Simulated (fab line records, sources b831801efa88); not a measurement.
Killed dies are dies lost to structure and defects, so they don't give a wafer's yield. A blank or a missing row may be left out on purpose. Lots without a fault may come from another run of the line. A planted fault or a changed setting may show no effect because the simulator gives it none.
Which tool did it? | flow sky130 | 11 lots, 33 wafers sampled, at 5 steps of a route of 708

WHAT THE GAUGES READ, wafer by wafer
SKY_METAL1_OVL_MEAS_16. Usual: METAL1_OVL -4 nm, standard deviation 5.8.
lot  | measured     | on         | METAL1_OVL (nm) | flag
L597 | day 33 01:19 | overlay-02 | -3 -7 -3        |
L598 | day 33 08:37 | overlay-02 | -4 3 -1         |
L599 | day 33 18:43 | overlay-02 | 9 7 8           |
L600 | day 34 00:13 | overlay-02 | 3 -2 -2         |
L602 | day 35 18:46 | overlay-02 | 0 0 -1          |
L604 | day 35 20:04 | overlay-02 | -1 -1 0         |
L605 | day 35 20:41 | overlay-01 | -13 -9 -12      |
L610 | day 37 03:08 | overlay-01 | 2 -6 -1         |
L614 | day 38 07:43 | overlay-02 | -11 -8 -10      |
L615 | day 38 11:13 | overlay-01 | 2 1 2           |
L619 | day 39 14:40 | overlay-01 | -9 -10 -7       |

SKY_VIA1_CD_MEAS_12: target cd 150 nm. Usual: cd_nm 150.0 nm, standard deviation 1.9.
lot  | measured     | on        | cd_nm (nm)        | flag
L597 | day 34 05:37 | cd_sem-02 | 148.9 148.3 148.3 |
L598 | day 34 12:40 | cd_sem-01 | 153.8 153.3 153.5 |
L599 | day 34 22:29 | cd_sem-01 | 152.8 152.6 152.9 |
L600 | day 35 03:41 | cd_sem-01 | 150.6 149.2 148.9 |
L602 | day 36 22:11 | cd_sem-02 | 150.3 148.6 149.4 |
L604 | day 36 23:34 | cd_sem-02 | 151.5 151.9 152.6 |
L605 | day 36 23:57 | cd_sem-01 | 147.9 145.4 145.6 |
L610 | day 38 06:32 | cd_sem-01 | 148.8 149.5 149.6 |
L619 | day 40 20:07 | cd_sem-01 | 146.7 148.7 149.2 |

WHICH TOOL RAN EACH LOT (tool, then ch and the chambers of the sampled wafers, then the start)
lot  | SKY_METAL1_SPUTTER_00        | SKY_METAL1_METAL_ETCH_19          | SKY_METAL1_STRIP_20
L597 | pvd_sputter-04, day 31 21:38 | rie_metal-01 ch 1, day 33 01:27   | plasma_asher-01 ch 0,1, day 33 01:32
L598 | pvd_sputter-02, day 32 05:29 | rie_metal-04 ch 0,1, day 33 08:44 | plasma_asher-02 ch 0,1, day 33 08:50
L599 | pvd_sputter-01, day 32 15:41 | rie_metal-02 ch 0,1, day 33 18:50 | plasma_asher-04 ch 0,1, day 33 18:56
L600 | pvd_sputter-02, day 32 21:17 | rie_metal-04 ch 0,1, day 34 00:21 | plasma_asher-01 ch 0,1, day 34 00:26
L602 | pvd_sputter-02, day 34 16:00 | rie_metal-01 ch 0,1, day 35 18:53 | plasma_asher-01 ch 0,1, day 35 18:59
L604 | pvd_sputter-04, day 34 17:23 | rie_metal-04 ch 0,1, day 35 20:11 | plasma_asher-04 ch 0,1, day 35 20:17
L605 | pvd_sputter-01, day 34 17:42 | rie_metal-02 ch 0,1, day 35 20:50 | plasma_asher-04 ch 0,1, day 35 20:55
L610 | pvd_sputter-04, day 36 00:41 | rie_metal-04 ch 0,1, day 37 03:16 | plasma_asher-02 ch 0,1, day 37 03:22
L614 | pvd_sputter-02, day 37 06:19 | rie_metal-04 ch 0,1, day 38 07:51 | plasma_asher-04 ch 0,1, day 38 07:56
L615 | pvd_sputter-04, day 37 09:45 | rie_metal-01 ch 0,1, day 38 11:20 | plasma_asher-04 ch 0,1, day 38 11:26
L619 | pvd_sputter-01, day 38 15:05 | rie_metal-01 ch 0,1, day 39 14:48 | plasma_asher-02 ch 0,1, day 39 14:53
- SKY_METAL1_SPUTTER_00: material Ti, target thk 15 nm, time 10 s.
- SKY_METAL1_METAL_ETCH_19: etches the open film in Cl2/BCl3, stops on SiO2, target depth 360 nm, time 78 s.
- SKY_METAL1_STRIP_20: strips in O2/N2.

WHAT THE TOOLS THEMSELVES READ (means of the sampled wafers that have a number; where no wafer has one, the mark that the record gives instead)
SKY_METAL1_SPUTTER_00. Usual: throttle_valve_pct 29.9 %, standard deviation 0.98.
lot  | tool           | throttle_valve_pct (%) | flag
L597 | pvd_sputter-04 | 29.5                   |
L598 | pvd_sputter-02 | 29.4                   |
L599 | pvd_sputter-01 | 31.0                   |
L600 | pvd_sputter-02 | 29.8                   |
L602 | pvd_sputter-02 | 29.5                   |
L604 | pvd_sputter-04 | 30.3                   |
L605 | pvd_sputter-01 | 30.0                   |
L610 | pvd_sputter-04 | 30.2                   |
L614 | pvd_sputter-02 | 29.2                   |
L615 | pvd_sputter-04 | 29.4                   |
L619 | pvd_sputter-01 | 30.5                   |

SKY_METAL1_METAL_ETCH_19. Usual: bcl3_flow_sccm 30.00 sccm, standard deviation 0.091; bias_w 48.47 W, standard deviation 0.15; drypump_motor_current_A 5.78 A, standard deviation 0.27; oes_product_au 0.854 a.u., standard deviation 0.0062; rf_fwd_power_W 893 W, standard deviation 3.1; throttle_valve_pct 22.264 %, standard deviation 0.011.
lot  | tool         | bcl3_flow_sccm (sccm) | bias_w (W) | drypump_motor_current_A (A) | oes_product_au (a.u.) | rf_fwd_power_W (W) | throttle_valve_pct (%) | flag
L597 | rie_metal-01 | 30.07                 | 48.41      | 5.99                        | 0.859                 | 893                | 22.273                 |
L598 | rie_metal-04 | 30.13                 | 48.37      | 5.83                        | 0.846                 | 892                | 22.260                 |
L599 | rie_metal-02 | 30.09                 | 48.22      | 5.67                        | 0.854                 | 892                | 22.265                 |
L600 | rie_metal-04 | 29.92                 | 48.41      | 5.82                        | 0.849                 | 892                | 22.259                 |
L602 | rie_metal-01 | 30.01                 | 48.52      | 5.76                        | 0.859                 | 889                | 22.255                 |
L604 | rie_metal-04 | 29.98                 | 48.51      | 5.88                        | 0.857                 | 897                | 22.261                 |
L605 | rie_metal-02 | 30.07                 | 48.34      | 5.65                        | 0.851                 | 895                | 22.266                 |
L610 | rie_metal-04 | 30.02                 | 48.42      | 5.90                        | 0.858                 | 895                | 22.258                 |
L614 | rie_metal-04 | -                     | -          | -                           | -                     | -                  | -                      | OFF
L615 | rie_metal-01 | -                     | -          | -                           | -                     | -                  | -                      | OFF
L619 | rie_metal-01 | 30.04                 | 48.68      | 5.87                        | 0.856                 | 891                | 22.253                 |

SKY_METAL1_STRIP_20. Usual: drypump_motor_current_A 5.4 A, standard deviation 0.36; oes_product_au 0.343 a.u., standard deviation 0.0051; strip_time_to_endpoint_s 2.69 s, standard deviation 0.041.
lot  | tool            | drypump_motor_current_A (A) | oes_product_au (a.u.) | strip_time_to_endpoint_s (s) | flag
L597 | plasma_asher-01 | 5.5                         | 0.340                 | 2.69                         |
L598 | plasma_asher-02 | 5.1                         | 0.338                 | 2.66                         |
L599 | plasma_asher-04 | 5.3                         | 0.344                 | 2.66                         |
L600 | plasma_asher-01 | 5.5                         | 0.341                 | 2.69                         |
L602 | plasma_asher-01 | 5.5                         | 0.343                 | 2.72                         |
L604 | plasma_asher-04 | 5.3                         | 0.336                 | 2.63                         |
L605 | plasma_asher-04 | 5.4                         | 0.344                 | 2.68                         |
L610 | plasma_asher-02 | 5.1                         | 0.343                 | 2.67                         |
L614 | plasma_asher-04 | 5.4                         | 0.446                 | 5.20                         | OFF
L615 | plasma_asher-04 | 5.2                         | 0.445                 | 5.21                         | OFF
L619 | plasma_asher-02 | 5.5                         | 0.346                 | 2.72                         |

THE ANSWER, worked out from the rows above alone
Rule: a lot is off if the mean of its wafers that have a number lies more than 3 standard deviations from the usual mean. A lot without any number at a reading at which 4 lots or more have one is off too. The other lots that the step has rows for count as sound. The gauges are gone through in route order, then the tools' own readings, and for those a lot's mean is taken as printed above. The first step at which some lot is off is used, and at that step the reading that is off furthest; a lot without a number counts as furthest.
Off: L614, L615, at SKY_METAL1_METAL_ETCH_19 (bcl3_flow_sccm). Without a number there: L614, L615.
A tool fits if, at that step or a process step before it, it ran every lot that is off, and no sound lot after the first of them. None of those tried fits.

WHAT THE SIMULATOR HAD PUT IN
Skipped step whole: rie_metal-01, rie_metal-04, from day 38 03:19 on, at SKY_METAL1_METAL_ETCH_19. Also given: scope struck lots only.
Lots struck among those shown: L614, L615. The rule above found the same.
